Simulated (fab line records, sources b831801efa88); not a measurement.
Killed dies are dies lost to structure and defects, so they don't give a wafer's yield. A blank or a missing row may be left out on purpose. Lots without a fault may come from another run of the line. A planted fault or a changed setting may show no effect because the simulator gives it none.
fab line records | flow sky130
record lots=5 wafers=15 last_day=50
route steps=708 shown RES_XHIGH@341 SD_N@342
lots that met no fault: from a run of the same line without faults
start_h: hours from the record's first day to the start of the lot's first wafer shown | wait_h: hours since the lot's step before | " the same as in the row above | L1.1+2: a row that stands for several wafers | - no value, or no start given | * or withheld: withheld | < > ~ a bound
route shown NAME@n: a module of which the file shows steps, and the number in the route of the first | usual: mean/standard deviation of fault-free wafers | same: alike in all rows | chamber/n: place in a boat | sites: the reading at each site | _std_site: their standard deviation | _edge_site: outer sites' mean less inner sites' | radius_mm: how far each site lies from the wafer's centre | mask NAME#n: copy n | behind: the tool/chamber that last shaped the wafer | hold: why the lot was held/for how many hours/how that ended | device: the transistor (n, p or np) that didn't switch | end of line: the same wafers' tests at the end of the route | a step without rows: its recipe alone | killed: dies lost to structure and defects at the first sort, not the wafer's yield | map: a wafer's dies, x killed, . not, _ none there
set.NAME: the setting as run; set.NAME@STEP: as run at that earlier step | model.NAME: the simulator's own value behind a step, which no gauge read
lots at some steps of the route; a table a step, a row a wafer
services: from which hour (start_h, from the record's first day; less than 0 if before it) a tool's chamber was out of use, for how many hours, and why
## steps
# step SKY_RES_XHIGH_TW_MEAS_09
# usual RES_XHIGH_TW=1629/12
# columns lot.wafer tool chamber start_h wait_h RES_XHIGH_TW
L309.1 film_metro-04 - 645.77 0.1 1627
L309.4 " - " " 1628
L309.5 " - " " 1620
L313.1 film_metro-01 - 694.22 0.1 1628
L313.2 " - " " 1626
L313.3 " - " " 1618
L315.1 film_metro-04 - 701.16 0.1 1624
L315.2 " - " " 1627
L315.5 " - " " 1624
L317.1 film_metro-02 - 715.77 0.1 1651
L317.3 " - " " 1646
L317.4 " - " " 1641
L327.1 film_metro-04 - 790.12 0.1 1606
L327.3 " - " " 1602
L327.4 " - " " 1604
# step SKY_SD_N_DEHYDRATE_00
# recipe temp_c=200 time_s=60
# step SKY_SD_N_HMDS_01
# recipe prime_time_s=60 prime_temp_c=120
# step SKY_SD_N_COAT_02
# recipe resist=NOVOLAK spin_rpm=3000 resist_thk_nm=1140
# step SKY_SD_N_SOFTBAKE_03
# recipe temp_c=90 time_s=60 resist=NOVOLAK
# step SKY_SD_N_EXPOSE_04
# recipe mask_id=NSDM na=0.6 source_shape=conventional sigma_outer=0.6 polarization=unpolarized target_cd_nm=380 dose_mj=141
# step SKY_SD_N_PEB_05
# recipe temp_c=withheld time_s=* resist=NOVOLAK
# step SKY_SD_N_DEVELOP_06
# recipe resist=NOVOLAK developer=TMAH develop_time_s=60 dev_temp_c=23
# step SKY_SD_N_CD_MEAS_07
# recipe target_cd_nm=380
# usual cd_nm=380.4/2.5
# columns lot.wafer tool chamber start_h wait_h cd_nm
L309.1 cd_sem-02 - 673.17 0.1 383.9
L309.4 " - " " 383.0
L309.5 " - " " 383.2
L313.1 cd_sem-02 - 722.02 0.1 380.7
L313.2 " - " " 378.6
L313.3 " - " " 377.1
L315.1 cd_sem-02 - 728.56 0.1 380.1
L315.2 " - " " 381.6
L315.5 " - " " 376.9
L317.1 cd_sem-02 - 742.72 0.1 379.4
L317.3 " - " " 377.7
L317.4 " - " " 376.4
L327.1 cd_sem-01 - 815.52 0.1 378.0
L327.3 " - " " 378.9
L327.4 " - " " 380.5
# step SKY_SD_N_OVL_MEAS_08
# usual SD_N_OVL=0.8/1.4
# columns lot.wafer tool chamber start_h wait_h SD_N_OVL[nm]
L309.1 overlay-01 - 673.29 0.1 -0.8
L309.4 " - " " -2.9
L309.5 " - " " -1.4
L313.1 overlay-02 - 722.14 0.1 2.6
L313.2 " - " " 3.0
L313.3 " - " " 4.4
L315.1 overlay-01 - 728.68 0.1 -1.1
L315.2 " - " " -1.3
L315.5 " - " " -0.6
L317.1 overlay-01 - 742.84 0.1 0.0
L317.3 " - " " -1.5
L317.4 " - " " -1.8
L327.1 overlay-02 - 815.64 0.1 2.7
L327.3 " - " " 1.7
L327.4 " - " " 2.1
# step SKY_SD_N_IMPLANT_09
# recipe species=As energy_kev=50 dose_cm2=4e+15 tilt_deg=0
# step SKY_SD_N_IMPLANT_10
# recipe species=P energy_kev=20 dose_cm2=1e+14 tilt_deg=0
# step SKY_SD_N_STRIP_11
# recipe chemistry=O2/N2 power_w=1400 pressure_mtorr=1500 platen_temp_c=withheld o2_flow_sccm=3000 n2_flow_sccm=300 overash_fraction=0.5
# usual drypump_motor_current_A=6.1/0.4 oes_product_au=0.528/0.004 strip_time_to_endpoint_s=22.54/0.044
# columns lot.wafer tool chamber start_h wait_h drypump_motor_current_A oes_product_au rf_hours_counter_h strip_time_to_endpoint_s model.NOVOLAK_of_SD_N_COAT_02.thk_nm
L309.1 plasma_asher-04 0 673.63 0.1 5.5 0.529 55 22.49 0
L309.4 " 0 " " 5.5 0.525 - 22.48 0
L309.5 " 0 " " 5.5 0.528 - 22.52 0
L313.1 plasma_asher-04 0 722.48 0.1 5.5 0.526 60 22.52 0
L313.2 " 1 " " 5.4 0.525 60 22.55 0
L313.3 " 1 " " 5.4 0.529 - 22.52 0
L315.1 plasma_asher-04 0 729.02 0.1 5.5 0.377 61 - 747
L315.2 " 1 " " 5.4 0.370 61 - 746.2
L315.5 " 1 " " 5.4 0.372 - - 747
L317.1 plasma_asher-02 1 743.17 0.1 6.0 0.532 89 22.58 0
L317.3 " 1 " " 6.0 0.522 - 22.58 0
L317.4 " 0 " " 6.2 0.530 - 22.62 0
L327.1 plasma_asher-03 0 815.98 0.1 6.6 0.527 7 22.46 0
L327.3 " 0 " " 6.6 0.531 - 22.46 0
L327.4 " 1 " " 6.3 0.529 - 22.50 0
# step SKY_SD_N_TW_MEAS_12
# usual SD_N_TW=3950/38
# columns lot.wafer tool chamber start_h wait_h SD_N_TW
L309.1 film_metro-04 - 673.73 0.1 3923
L309.4 " - " " 3942
L309.5 " - " " 3929
L313.1 film_metro-04 - 722.58 0.1 3885
L313.2 " - " " 3897
L313.3 " - " " 3876
L315.1 film_metro-01 - 729.12 0.1 3934
L315.2 " - " " 3937
L315.5 " - " " 3922
L317.1 film_metro-02 - 743.27 0.1 3969
L317.3 " - " " 3968
L317.4 " - " " 3964
L327.1 film_metro-02 - 816.08 0.1 3943
L327.3 " - " " 3931
L327.4 " - " " 3942
## services
# columns tool chamber start_h hours kind
plasma_asher-03 - 733.75 9.0 pm
plasma_asher-03 0 733.75 9.0 vent_cycle
plasma_asher-03 1 733.75 9.0 vent_cycle
plasma_asher-03 0 742.75 - clean
plasma_asher-03 1 742.75 - clean
## key
first_sign step=SKY_SD_N_STRIP_11 reading=oes_product_au direction=down sigmas=39 usual=0.528 struck=0.373
effect none on later readings
model_effect step=SKY_SD_N_STRIP_11 value=NOVOLAK_of_SD_N_COAT_02.thk_nm without=0 struck=746.7
met_at SKY_SD_N_STRIP_11
struck_wafers L315.1,L315.2,L315.5
later_rows_left_out L315.1,L315.2,L315.5
sort_left_out L315.1,L315.2,L315.5
tester_left_out L315
onset_between 722.48 729.02
fault kind=strip_aborted tool=plasma_asher-04 chamber=- onset_h=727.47 steps=SKY_SD_N_STRIP_11 offset=0.66604 end_h=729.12
# tester_left_out: of these lots the tester's yield and bins aren't shown, on N5 and GAA mostly nor the transistor test; their killed dies are dies lost to structure and defects alone, not to doping, threshold or leakage, so they don't give the yield
# sort_left_out: the simulated sort isn't trusted on such a fault, so these wafers' sort isn't shown, and their yield isn't known
# later_rows_left_out: the simulator's readings of these wafers behind a module that went badly wrong aren't trusted and aren't shown, but for the sort
